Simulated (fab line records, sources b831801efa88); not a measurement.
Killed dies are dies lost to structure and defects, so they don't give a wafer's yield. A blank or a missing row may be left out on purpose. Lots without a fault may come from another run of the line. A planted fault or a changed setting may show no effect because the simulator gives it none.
fab line records | flow sky130
record lots=9 wafers=27 last_day=50
route steps=708 shown VIA2@529 CAPM@539 PAD_OPEN@708
lots that met no fault: from a run of the same line without faults
start_h: hours from the record's first day to the start of the lot's first wafer shown | wait_h: hours since the lot's step before | " the same as in the row above | L1.1+2: a row that stands for several wafers | - no value, or no start given | * or withheld: withheld | < > ~ a bound
route shown NAME@n: a module of which the file shows steps, and the number in the route of the first | usual: mean/standard deviation of fault-free wafers | same: alike in all rows | chamber/n: place in a boat | sites: the reading at each site | _std_site: their standard deviation | _edge_site: outer sites' mean less inner sites' | radius_mm: how far each site lies from the wafer's centre | mask NAME#n: copy n | behind: the tool/chamber that last shaped the wafer | hold: why the lot was held/for how many hours/how that ended | device: the transistor (n, p or np) that didn't switch | end of line: the same wafers' tests at the end of the route | a step without rows: its recipe alone | killed: dies lost to structure and defects at the first sort, not the wafer's yield | map: a wafer's dies, x killed, . not, _ none there
set.NAME: the setting as run; set.NAME@STEP: as run at that earlier step | model.NAME: the simulator's own value behind a step, which no gauge read
steps of the route over a sample of lots; a table a step, a row a wafer
services: from which hour (start_h, from the record's first day; less than 0 if before it) a tool's chamber was out of use, for how many hours, and why
## steps
# step SKY_VIA2_RS_MEAS_22
# recipe thk_meas_gauge=four-point-probe reads=W_of_VIA2_CVD_21+TiN_of_VIA2_SPUTTER_20
# usual VIA2_W_RS=0.272/0.0037
# columns lot.wafer tool chamber start_h wait_h VIA2_W_RS[ohm/sq]
L365.1 film_metro-01 - 842.22 0.1 0.275
L365.4 " - " " 0.275
L365.6 " - " " 0.275
L371.1 film_metro-04 - 890.57 0.1 0.274
L371.5 " - " " 0.281
L371.6 " - " " 0.275
L372.1 film_metro-04 - 897.79 0.1 0.267
L372.3 " - " " 0.268
L372.5 " - " " 0.276
L373.1 film_metro-01 - 904.96 0.1 0.269
L373.4 " - " " 0.268
L373.5 " - " " 0.274
L374.1 film_metro-04 - 914.27 0.1 0.269
L374.3 " - " " 0.278
L374.6 " - " " 0.271
L375.2 film_metro-04 - 921.81 0.1 0.273
L375.3 " - " " 0.274
L375.4 " - " " 0.270
L377.2 film_metro-01 - 941.84 0.1 0.274
L377.3 " - " " 0.272
L377.5 " - " " 0.274
L387.3 film_metro-01 - 1002.92 0.1 0.267
L387.4 " - " " 0.278
L387.5 " - " " 0.270
L388.2 film_metro-01 - 1010.75 0.1 0.265
L388.3 " - " " 0.271
L388.6 " - " " 0.267
# step SKY_VIA2_CMP_24
# recipe stop_on=SiO2 t_overpolish_s=20 down_force_psi=3.5 platen_rpm=60 target_thk_nm=0 pad_velocity_m_s=0.94248
# usual motor_current_A=11.5/1.1 overpolish_run_s=20.000/0.0092 time_to_endpoint_s=101/3.7
# columns lot.wafer tool chamber start_h wait_h motor_current_A overpolish_run_s time_to_endpoint_s
L365.1 cmp-02 0 842.45 0.1 10.3 19.981 93
L365.4 " 1 " " 10.9 19.991 97
L365.6 " 0 " " 9.7 20.009 94
L371.1 cmp-01 1 890.80 0.1 11.0 19.997 100
L371.5 " 0 " " 11.8 19.988 103
L371.6 " 1 " " 9.9 20.006 102
L372.3 cmp-01 1 898.20 0.3 10.2 19.995 104
L372.1 " 3 " " 10.4 20.000 103
L372.5 " 1 " " 10.6 20.010 99
L373.4 cmp-01 0 905.14 0.0 12.3 20.006 106
L373.1 " 3 " " 10.5 19.992 100
L373.5 " 0 " " 12.1 20.004 104
L374.3 cmp-02 3 914.70 0.3 11.5 20.004 101
L374.1 " 0 " " 10.1 20.001 99
L374.6 " 3 " " 11.6 20.005 107
L375.2 cmp-02 3 921.97 0.0 10.9 20.005 102
L375.4 " 0 " " 10.4 20.010 102
L375.3 " 2 " " 12.8 20.015 100
L377.3 cmp-02 1 942.00 0.0 11.2 20.005 103
L377.2 " 0 " " 10.4 19.987 95
L377.5 " 2 " " 12.3 19.996 98
L387.4 cmp-02 3 1003.06 0.0 10.9 19.982 97
L387.3 " 2 " " 12.8 20.003 94
L387.5 " 0 " " 10.6 19.993 96
L388.3 cmp-02 2 1010.91 0.0 12.8 19.994 99
L388.2 " 3 " " 11.1 19.993 107
L388.6 " 3 " " 11.2 20.019 99
# step SKY_CAPM_SPUTTER_02
# recipe material=TiN target_thk_nm=200 temp_c=300 power_w=6500 time_s=166.7 chamber_pressure_pa=0.4
# usual cathode_dc_power_W=6500.2/1.1 susceptor_temp_C=299.99/0.18 throttle_valve_pct=30.1/1.1
# columns lot.wafer tool chamber start_h wait_h cathode_dc_power_W susceptor_temp_C throttle_valve_pct
L365.1 pvd_sputter-03 - 842.94 0.1 6500.1 299.57 29.1
L365.4 " - " " 6499.3 299.98 29.9
L365.6 " - " " 6500.5 299.86 28.5
L371.1 pvd_sputter-01 - 891.28 0.1 6500.5 300.09 29.9
L371.5 " - " " 6500.3 300.00 29.7
L371.6 " - " " 6500.0 300.48 31.6
L372.1 pvd_sputter-04 - 898.74 0.1 6497.4 300.32 29.9
L372.3 " - " " 6501.5 300.10 30.1
L372.5 " - " " 6501.4 300.04 32.2
L373.1 pvd_sputter-04 - 905.67 0.1 6499.2 300.23 32.2
L373.4 " - " " 6499.9 300.00 29.9
L373.5 " - " " 6501.7 300.03 30.0
L374.1 pvd_sputter-03 - 920.42 0.1 6499.1 300.30 29.0
L374.3 " - " " 6500.8 300.06 28.7
L374.6 " - " " 6500.3 300.26 29.2
L375.2 pvd_sputter-03 - 922.51 0.0 6500.7 299.73 28.1
L375.3 " - " " 6500.4 299.93 29.1
L375.4 " - " " 6499.8 299.84 29.5
L377.2 pvd_sputter-03 - 942.53 0.0 6500.3 299.88 29.4
L377.3 " - " " 6501.1 299.83 29.6
L377.5 " - " " 6499.6 300.11 29.9
L387.3 pvd_sputter-04 - 1003.60 0.0 6500.1 299.84 30.1
L387.4 " - " " 6500.0 300.00 30.1
L387.5 " - " " 6500.2 300.37 32.0
L388.2 pvd_sputter-03 - 1011.45 0.0 6498.2 299.61 28.4
L388.3 " - " " 6500.8 299.84 29.4
L388.6 " - " " 6498.2 300.01 29.1
# step SKY_CAPM_RS_MEAS_03
# recipe thk_meas_gauge=four-point-probe reads=TiN_of_CAPM_SPUTTER_02
# usual CAPM_TIN_RS=6.89/0.079
# columns lot.wafer tool chamber start_h wait_h CAPM_TIN_RS[ohm/sq]
L365.1 film_metro-03 - 843.05 0.1 6.75
L365.4 " - " " 6.79
L365.6 " - " " 6.73
L371.1 film_metro-03 - 891.39 0.1 6.88
L371.5 " - " " 6.82
L371.6 " - " " 6.87
L372.1 film_metro-01 - 898.85 0.1 6.86
L372.3 " - " " 6.78
L372.5 " - " " 6.98
L373.1 film_metro-01 - 905.80 0.1 6.90
L373.4 " - " " 6.94
L373.5 " - " " 6.79
L374.1 film_metro-04 - 920.53 0.1 6.88
L374.3 " - " " 6.90
L374.6 " - " " 6.82
L375.2 film_metro-03 - 922.64 0.1 6.87
L375.3 " - " " 6.73
L375.4 " - " " 6.95
L377.2 film_metro-04 - 942.66 0.1 3.59
L377.3 " - " " 3.55
L377.5 " - " " 6.88
L387.3 film_metro-03 - 1003.75 0.1 6.81
L387.4 " - " " 6.86
L387.5 " - " " 6.86
L388.2 film_metro-01 - 1011.58 0.1 6.84
L388.3 " - " " 6.89
L388.6 " - " " 6.73
# step SKY_CAPM_THK_MEAS_04
# recipe thk_meas_gauge=xrf reads=TiN_of_CAPM_SPUTTER_02
# usual CAPM_TIN_THK=203.3/2.3
# columns lot.wafer tool chamber start_h wait_h CAPM_TIN_THK[nm]
L365.1 film_metro-03 - 843.17 0.1 206.1
L365.4 " - " " 207.0
L365.6 " - " " 207.7
L371.1 film_metro-03 - 891.51 0.1 202.4
L371.5 " - " " 205.3
L371.6 " - " " 204.5
L372.1 film_metro-01 - 898.97 0.1 204.8
L372.3 " - " " 208.0
L372.5 " - " " 201.2
L373.1 film_metro-01 - 905.92 0.1 203.0
L373.4 " - " " 202.5
L373.5 " - " " 206.5
L374.1 film_metro-04 - 920.65 0.1 204.0
L374.3 " - " " 203.4
L374.6 " - " " 205.5
L375.2 film_metro-03 - 922.75 0.1 203.9
L375.3 " - " " 208.8
L375.4 " - " " 201.5
L377.2 film_metro-04 - 942.77 0.1 383.8
L377.3 " - " " 388.2
L377.5 " - " " 204.3
L387.3 film_metro-03 - 1003.85 0.1 205.0
L387.4 " - " " 204.6
L387.5 " - " " 202.9
L388.2 film_metro-01 - 1011.69 0.1 204.6
L388.3 " - " " 204.3
L388.6 " - " " 208.5
# step SKY_CAPM_METAL_ETCH_13
# recipe target_depth_nm=220 stop_on=SiO2 chemistry=Cl2/BCl3 target=TiN pressure_mtorr=10 icp_w=900 bias_w=48.5 Cl2_flow_sccm=60 bcl3_flow_sccm=30 time_s=62.9
# usual bcl3_flow_sccm=30.00/0.085 bias_w=48.49/0.15 drypump_motor_current_A=5.72/0.26 mfc_cl2_sccm=60.01/0.19 oes_product_au=0.943/0.0075 throttle_valve_pct=21.900/0.0099
# columns lot.wafer tool chamber start_h wait_h bcl3_flow_sccm bias_w drypump_motor_current_A mfc_cl2_sccm oes_product_au rf_hours_counter_h throttle_valve_pct
L365.1 rie_metal-04 1 869.21 0.0 29.85 48.49 5.44 59.89 0.963 3 21.892
L365.4 " 0 " " 29.97 48.38 5.72 59.87 0.952 - 21.891
L365.6 " 1 " " 29.83 48.38 5.40 59.96 0.963 - 21.898
L371.1 rie_metal-03 0 916.52 0.0 29.98 48.39 5.73 59.75 0.939 15 21.912
L371.5 " 0 " " 29.98 48.39 5.73 60.19 0.950 - 21.894
L371.6 " 1 " " 29.97 48.36 6.24 59.97 0.941 - 21.891
L372.1 rie_metal-03 0 924.10 0.0 30.17 48.46 5.77 59.70 0.951 15 21.900
L372.3 " 0 " " 30.01 48.42 5.74 59.89 0.950 - 21.897
L372.5 " 0 " " 30.18 48.52 5.73 59.93 0.941 - 21.916
L373.1 rie_metal-04 1 930.90 0.0 30.05 48.45 5.43 59.77 0.938 6 21.899
L373.4 " 0 " " 29.97 48.67 5.77 60.31 0.941 - 21.912
L373.5 " 0 " " 29.95 48.39 5.74 60.12 0.948 - 21.906
L374.1 rie_metal-01 1 945.10 0.0 30.00 48.56 5.78 60.42 0.943 1 21.903
L374.3 " 1 " " 30.05 48.67 5.80 59.94 0.941 - 21.892
L374.6 " 1 " " 29.97 48.50 5.80 60.06 0.944 - 21.883
L375.2 rie_metal-04 0 947.50 0.0 30.12 48.46 5.76 60.14 0.940 9 21.907
L375.3 " 0 " " 30.02 48.50 5.73 59.96 0.950 - 21.887
L375.4 " 1 " " 30.15 48.49 5.44 59.99 0.944 - 21.908
L377.2 rie_metal-03 0 965.86 0.0 30.05 48.56 5.73 59.54 1.003 17 21.862
L377.3 " 1 " " 30.02 48.62 6.30 59.99 0.997 - 21.867
L377.5 " 1 " " 29.96 48.66 6.26 59.96 0.939 - 21.906
L387.3 rie_metal-04 0 1026.85 0.0 30.02 48.50 5.73 59.89 0.953 - 21.880
L387.4 " 1 " " 30.08 48.49 5.41 60.17 0.949 - 21.889
L387.5 " 0 " " 30.05 48.54 5.73 59.78 0.950 - 21.903
L388.2 rie_metal-03 1 1034.61 0.0 30.32 48.33 6.24 60.11 0.950 8 21.898
L388.3 " 0 " " 30.14 48.32 5.72 60.14 0.938 - 21.895
L388.6 " 1 " " 30.13 48.46 6.25 59.87 0.956 - 21.887
# step SKY_CAPM_STRIP_14
# recipe chemistry=O2/N2 power_w=1400 pressure_mtorr=1500 platen_temp_c=withheld o2_flow_sccm=3000 n2_flow_sccm=300 overash_fraction=0.5
# usual drypump_motor_current_A=5.84/0.16 oes_product_au=0.710/0.0044 strip_time_to_endpoint_s=12.66/0.046
# columns lot.wafer tool chamber start_h wait_h drypump_motor_current_A oes_product_au rf_hours_counter_h strip_time_to_endpoint_s
L365.1 plasma_asher-03 1 869.29 0.1 5.64 0.709 42 12.56
L365.4 " 0 " " 6.00 0.718 - 12.69
L365.6 " 0 " " 5.97 0.710 - 12.64
L371.1 plasma_asher-01 1 916.60 0.1 5.91 0.715 81 12.57
L371.5 " 0 " " 5.92 0.715 - 12.60
L371.6 " 1 " " 5.94 0.708 - 12.60
L372.1 plasma_asher-03 1 924.18 0.1 5.61 0.715 47 12.66
L372.3 " 1 " " 5.64 0.705 - 12.61
L372.5 " 1 " " 5.64 0.709 - 12.67
L373.1 plasma_asher-03 1 930.98 0.1 5.63 0.713 48 12.68
L373.4 " 1 " " 5.67 0.711 - 12.72
L373.5 " 1 " " 5.64 0.710 - 12.71
L374.1 plasma_asher-03 1 945.18 0.1 5.67 0.719 49 12.64
L374.3 " 0 " " 6.00 0.709 - 12.61
L374.6 " 0 " " 5.99 0.712 - 12.61
L375.2 plasma_asher-03 0 947.58 0.1 5.97 0.705 50 12.63
L375.3 " 0 " " 5.98 0.706 - 12.66
L375.4 " 1 " " 5.65 0.713 - 12.59
L377.2 plasma_asher-01 1 965.94 0.1 5.91 0.709 86 12.67
L377.3 " 1 " " 5.92 0.711 - 12.71
L377.5 " 0 " " 5.90 0.708 - 12.77
L387.3 plasma_asher-01 1 1026.93 0.1 5.94 0.711 - 12.67
L387.4 " 0 " " 5.91 0.713 - 12.64
L387.5 " 1 " " 5.92 0.712 - 12.64
L388.2 plasma_asher-02 0 1034.69 0.1 6.00 0.709 119 12.61
L388.3 " 1 " " 5.56 0.706 - 12.61
L388.6 " 1 " " 5.56 0.713 - 12.57
# step SKY_PAD_OPEN_PROBE_99
# usual defect_limited_yield=82.6/1.8 killed_at_M0_to_M3=43/6.4 killed_at_M4_up=2.8/1.7 killed_at_contacts=24/5.5 killed_at_front_end=15/4 killed_at_other=0.3/0.54 killed_dies=86/9.1 killed_open=47/6.6 killed_short=39/6.2
# same gross_dies=492 killed_at_back_side=0
# columns lot.wafer tool chamber start_h wait_h defect_limited_yield[%] killed_at_M0_to_M3 killed_at_M4_up killed_at_contacts killed_at_front_end killed_at_other killed_dies killed_open killed_short
L365.1 prober-01 - 1070.63 0.1 83.5 40 1 25 15 0 81 39 42
L365.4 prober-01 - 1070.78 0.2 83.5 31 1 26 22 1 81 47 34
L365.6 prober-01 - 1070.88 0.2 81.3 39 1 39 13 0 92 48 44
L371.1 prober-02 - 1110.03 0.1 85.4 45 3 19 4 1 72 33 39
L371.5 prober-02 - 1110.23 0.2 85.6 34 1 20 15 1 71 39 32
L371.6 prober-02 - 1110.28 0.2 78.7 40 3 41 21 0 105 60 45
L372.1 prober-01 - 1115.59 0.1 82.1 42 3 25 18 0 88 47 41
L372.3 prober-01 - 1115.69 0.2 84.1 44 1 19 13 1 78 39 39
L372.5 prober-01 - 1115.79 0.2 81.9 48 1 22 17 1 89 50 39
L373.1 prober-02 - 1123.64 0.1 83.7 32 4 26 18 0 80 39 41
L373.4 prober-02 - 1123.79 0.2 83.5 49 4 13 15 0 81 45 36
L373.5 prober-02 - 1123.84 0.2 83.1 51 2 17 13 0 83 46 37
L374.1 prober-01 - 1132.02 0.1 82.5 47 0 19 20 0 86 42 44
L374.3 prober-01 - 1132.12 0.2 81.7 52 1 22 14 1 90 50 40
L374.6 prober-01 - 1132.27 0.2 81.5 34 5 35 17 0 91 57 34
L375.2 prober-02 - 1134.02 0.1 81.3 47 2 29 14 0 92 44 48
L375.3 prober-02 - 1134.07 0.2 81.7 41 8 29 12 0 90 49 41
L375.4 prober-02 - 1134.12 0.2 84.8 35 2 19 19 0 75 43 32
L377.2 prober-02 - 1148.19 0.1 77.6 53 5 28 24 0 110 70 40
L377.3 prober-02 - 1148.24 0.2 83.1 43 3 24 13 0 83 43 40
L377.5 prober-02 - 1148.34 0.2 83.3 39 0 18 23 2 82 47 35
L387.3 prober-02 - 1193.28 0.2 81.3 47 2 28 15 0 92 53 39
L387.4 prober-02 - 1193.33 0.2 82.7 42 5 23 15 0 85 41 44
L387.5 prober-02 - 1193.38 0.2 83.9 44 2 18 15 0 79 49 30
L388.2 prober-01 - 1197.74 0.1 80.5 48 3 23 21 1 96 46 50
L388.3 prober-01 - 1197.79 0.2 83.5 45 2 15 19 0 81 47 34
L388.6 prober-01 - 1197.94 0.2 83.5 45 4 21 11 0 81 38 43
# killed by level:class
L365.1 CONTACT:geometric_particle:open=10 VIA2:geometric_particle:open=8 CONTACT:geometric_particle:short=7 FIELD_ISO:geometric_particle:short=5 VIA2:geometric_particle:short=5 METAL2:geometric_particle:short=4 LOCAL_INTERCONNECT:geometric_particle:short=4 METAL1:geometric_particle:short=4
L365.4 VIA1:geometric_particle:open=13 CONTACT:geometric_particle:open=12 CONTACT:geometric_particle:short=7 POLY_GATE:geometric_particle:open=6 POLY_GATE:geometric_particle:short=5 FIELD_ISO:geometric_particle:open=4 METAL3:geometric_particle:short=4 FIELD_ISO:geometric_particle:short=3
L365.6 CONTACT:geometric_particle:open=14 LI_CONTACT:geometric_particle:open=11 CONTACT:geometric_particle:short=10 VIA1:geometric_particle:open=10 FIELD_ISO:geometric_particle:short=7 METAL2:geometric_particle:short=7 VIA1:geometric_particle:short=6 VIA3:geometric_particle:open=4
L371.1 METAL1:geometric_particle:short=9 VIA1:geometric_particle:open=7 VIA3:geometric_particle:open=7 LI_CONTACT:geometric_particle:short=6 CONTACT:geometric_particle:open=6 METAL2:geometric_particle:short=5 METAL3:geometric_particle:short=5 LI_CONTACT:geometric_particle:open=4
L371.5 METAL1:geometric_particle:short=10 CONTACT:geometric_particle:open=8 VIA1:geometric_particle:open=8 LOCAL_INTERCONNECT:geometric_particle:short=7 VIA2:geometric_particle:open=7 FIELD_ISO:geometric_particle:open=4 FIELD_ISO:geometric_particle:short=4 POLY_GATE:geometric_particle:open=3
L371.6 CONTACT:geometric_particle:open=14 LI_CONTACT:geometric_particle:open=11 FIELD_ISO:geometric_particle:open=8 VIA1:geometric_particle:open=8 CONTACT:geometric_particle:short=7 METAL1:geometric_particle:short=7 VIA2:geometric_particle:open=7 METAL2:geometric_particle:short=5
L372.1 VIA1:geometric_particle:open=10 LI_CONTACT:geometric_particle:open=8 METAL1:geometric_particle:short=8 VIA1:geometric_particle:short=7 FIELD_ISO:geometric_particle:open=6 VIA3:geometric_particle:open=6 FIELD_ISO:geometric_particle:short=5 CONTACT:geometric_particle:short=5
L372.3 LI_CONTACT:geometric_particle:open=10 METAL1:geometric_particle:short=10 VIA1:geometric_particle:open=10 VIA3:geometric_particle:open=6 VIA1:geometric_particle:short=5 CONTACT:geometric_particle:short=4 METAL2:geometric_particle:short=4 POLY_GATE:geometric_particle:short=3
L372.5 VIA1:geometric_particle:open=14 VIA3:geometric_particle:open=9 LI_CONTACT:geometric_particle:open=8 VIA1:geometric_particle:short=6 POLY_GATE:geometric_particle:short=5 FIELD_ISO:geometric_particle:short=3 CONTACT:geometric_particle:short=3 LI_CONTACT:geometric_particle:short=3
L373.1 CONTACT:geometric_particle:open=11 LI_CONTACT:geometric_particle:open=7 VIA1:geometric_particle:open=7 VIA1:geometric_particle:short=6 POLY_GATE:geometric_particle:short=5 FIELD_ISO:geometric_particle:short=4 LOCAL_INTERCONNECT:geometric_particle:short=4 METAL2:geometric_particle:short=4
L373.4 VIA1:geometric_particle:open=14 VIA2:geometric_particle:open=7 VIA3:geometric_particle:open=6 LI_CONTACT:geometric_particle:open=6 METAL2:geometric_particle:short=6 FIELD_ISO:geometric_particle:short=5 FIELD_ISO:geometric_particle:open=5 VIA1:geometric_particle:short=5
L373.5 VIA1:geometric_particle:open=16 CONTACT:geometric_particle:open=9 METAL2:geometric_particle:short=6 VIA2:geometric_particle:open=5 FIELD_ISO:geometric_particle:open=4 POLY_GATE:geometric_particle:short=4 METAL1:geometric_particle:short=4 VIA1:geometric_particle:short=4
L374.1 CONTACT:geometric_particle:open=9 VIA3:geometric_particle:open=9 POLY_GATE:geometric_particle:short=7 VIA1:geometric_particle:open=6 METAL2:geometric_particle:short=6 METAL3:geometric_particle:short=6 VIA3:geometric_particle:short=6 POLY_GATE:geometric_particle:open=4
L374.3 VIA2:geometric_particle:open=11 CONTACT:geometric_particle:open=10 VIA1:geometric_particle:open=8 LI_CONTACT:geometric_particle:open=6 METAL1:geometric_particle:short=6 METAL2:geometric_particle:short=6 FIELD_ISO:geometric_particle:short=5 VIA3:geometric_particle:short=5
L374.6 LI_CONTACT:geometric_particle:open=14 CONTACT:geometric_particle:open=13 VIA3:geometric_particle:open=6 VIA1:geometric_particle:open=5 METAL2:geometric_particle:short=5 VIA2:geometric_particle:open=5 LI_CONTACT:geometric_particle:short=4 VIA3:geometric_particle:short=4
L375.2 LI_CONTACT:geometric_particle:open=9 VIA1:geometric_particle:open=8 CONTACT:geometric_particle:open=8 METAL3:geometric_particle:short=7 METAL1:geometric_particle:short=6 VIA2:geometric_particle:open=6 VIA3:geometric_particle:open=5 CONTACT:geometric_particle:short=5
L375.3 VIA1:geometric_particle:open=12 CONTACT:geometric_particle:open=12 METAL4:geometric_particle:short=8 LI_CONTACT:geometric_particle:open=7 POLY_GATE:geometric_particle:open=6 CONTACT:geometric_particle:short=6 VIA3:geometric_particle:open=5 METAL1:geometric_particle:short=5
L375.4 VIA1:geometric_particle:open=11 FIELD_ISO:geometric_particle:open=7 LI_CONTACT:geometric_particle:open=7 VIA1:geometric_particle:short=6 POLY_GATE:geometric_particle:short=6 VIA2:geometric_particle:open=4 VIA3:geometric_particle:open=4 LI_CONTACT:geometric_particle:short=3
L377.2 VIA1:geometric_particle:open=14 CONTACT:geometric_particle:open=13 FIELD_ISO:geometric_particle:short=9 VIA3:geometric_particle:open=9 LI_CONTACT:geometric_particle:open=8 VIA2:geometric_particle:open=8 METAL2:geometric_particle:short=7 CONTACT:geometric_particle:short=5
L377.3 VIA1:geometric_particle:open=12 CONTACT:geometric_particle:open=7 VIA3:geometric_particle:short=7 CONTACT:geometric_particle:short=6 VIA3:geometric_particle:open=6 LI_CONTACT:geometric_particle:short=5 METAL1:geometric_particle:short=5 VIA2:geometric_particle:open=5
L377.5 VIA1:geometric_particle:open=11 VIA3:geometric_particle:open=9 POLY_GATE:geometric_particle:short=8 CONTACT:geometric_particle:open=6 VIA1:geometric_particle:short=6 LI_CONTACT:geometric_particle:open=5 FIELD_ISO:geometric_particle:open=4 FIELD_ISO:geometric_particle:short=4
L387.3 VIA1:geometric_particle:open=14 CONTACT:geometric_particle:open=10 CONTACT:geometric_particle:short=8 METAL3:geometric_particle:short=6 FIELD_ISO:geometric_particle:short=5 LI_CONTACT:geometric_particle:open=5 VIA2:geometric_particle:open=5 FIELD_ISO:geometric_particle:open=4
L387.4 VIA1:geometric_particle:open=11 CONTACT:geometric_particle:open=10 VIA3:geometric_particle:open=7 METAL1:geometric_particle:short=5 CONTACT:geometric_particle:short=5 METAL3:geometric_particle:short=5 METAL4:geometric_particle:short=5 FIELD_ISO:geometric_particle:open=4
L387.5 VIA1:geometric_particle:open=12 CONTACT:geometric_particle:open=9 VIA3:geometric_particle:open=7 METAL2:geometric_particle:short=6 FIELD_ISO:geometric_particle:open=5 POLY_GATE:geometric_particle:open=5 VIA1:geometric_particle:short=5 VIA3:geometric_particle:short=4
L388.2 VIA1:geometric_particle:open=11 METAL2:geometric_particle:short=10 LI_CONTACT:geometric_particle:open=8 CONTACT:geometric_particle:open=7 FIELD_ISO:geometric_particle:short=6 FIELD_ISO:geometric_particle:open=5 POLY_GATE:geometric_particle:short=5 LOCAL_INTERCONNECT:geometric_particle:short=5
L388.3 VIA1:geometric_particle:open=9 VIA3:geometric_particle:open=9 POLY_GATE:geometric_particle:open=6 POLY_GATE:geometric_particle:short=6 VIA2:geometric_particle:open=6 LI_CONTACT:geometric_particle:open=4 METAL1:geometric_particle:short=4 VIA1:geometric_particle:short=4
L388.6 CONTACT:geometric_particle:open=11 VIA1:geometric_particle:open=10 METAL2:geometric_particle:short=6 VIA3:geometric_particle:open=5 METAL4:geometric_particle:short=4 POLY_GATE:geometric_particle:short=4 VIA2:geometric_particle:short=4 METAL3:geometric_particle:short=4
## services
# columns tool chamber start_h hours kind
plasma_asher-02 - 835.28 1.9 repair
cmp-01 - 836.15 2.3 repair
cmp-02 - 856.34 0.8 repair
pvd_sputter-01 - 877.67 0.8 repair
cmp-02 - 879.96 1.3 repair
cmp-01 - 881.02 5.1 repair
cmp-02 - 890.57 10.9 pm
rie_metal-04 0 901.40 2.6 repair
cmp-01 - 912.30 4.0 pm
cmp-01 - 918.90 8.5 repair
rie_metal-04 1 919.18 1.1 repair
pvd_sputter-01 - 919.69 3.4 repair
cmp-02 - 927.13 1.0 repair
cmp-01 - 932.15 14.6 pm
rie_metal-03 0 944.44 4.7 repair
pvd_sputter-01 - 956.24 1.9 repair
pvd_sputter-03 - 964.99 3.3 repair
pvd_sputter-04 - 970.30 1.8 repair
rie_metal-01 0 978.41 13.1 repair
rie_metal-03 - 1004.13 2.8 pm
cmp-02 - 1015.80 0.9 repair
pvd_sputter-04 - 1020.62 3.2 repair
pvd_sputter-03 - 1024.61 1.7 repair
cmp-01 - 1032.61 0.6 repair
## key
first_sign step=SKY_CAPM_RS_MEAS_03 reading=CAPM_TIN_RS direction=down sigmas=42 usual=6.89 struck=3.57
effect step=SKY_CAPM_THK_MEAS_04 reading=CAPM_TIN_THK direction=up sigmas=78 usual=203.3 struck=386.0
effect step=SKY_CAPM_METAL_ETCH_13 reading=oes_product_au direction=up sigmas=7.5 usual=0.943 struck=1.000
met_at SKY_CAPM_SPUTTER_02
struck_lots L377
struck_wafers L377.2,L377.3
not_acting_at SKY_VIA2_RS_MEAS_22,SKY_VIA2_CMP_24,SKY_CAPM_STRIP_14
onset_between 922.51 942.53
fault kind=process_parameter_drift tool=pvd_sputter-03 chamber=- onset_h=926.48 steps=SKY_CAPM_SPUTTER_02 channel=target_thk_nm offset=181.52 shape=step end_h=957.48 scope=struck_wafers_only acts_in=these_recipes_only stated=200
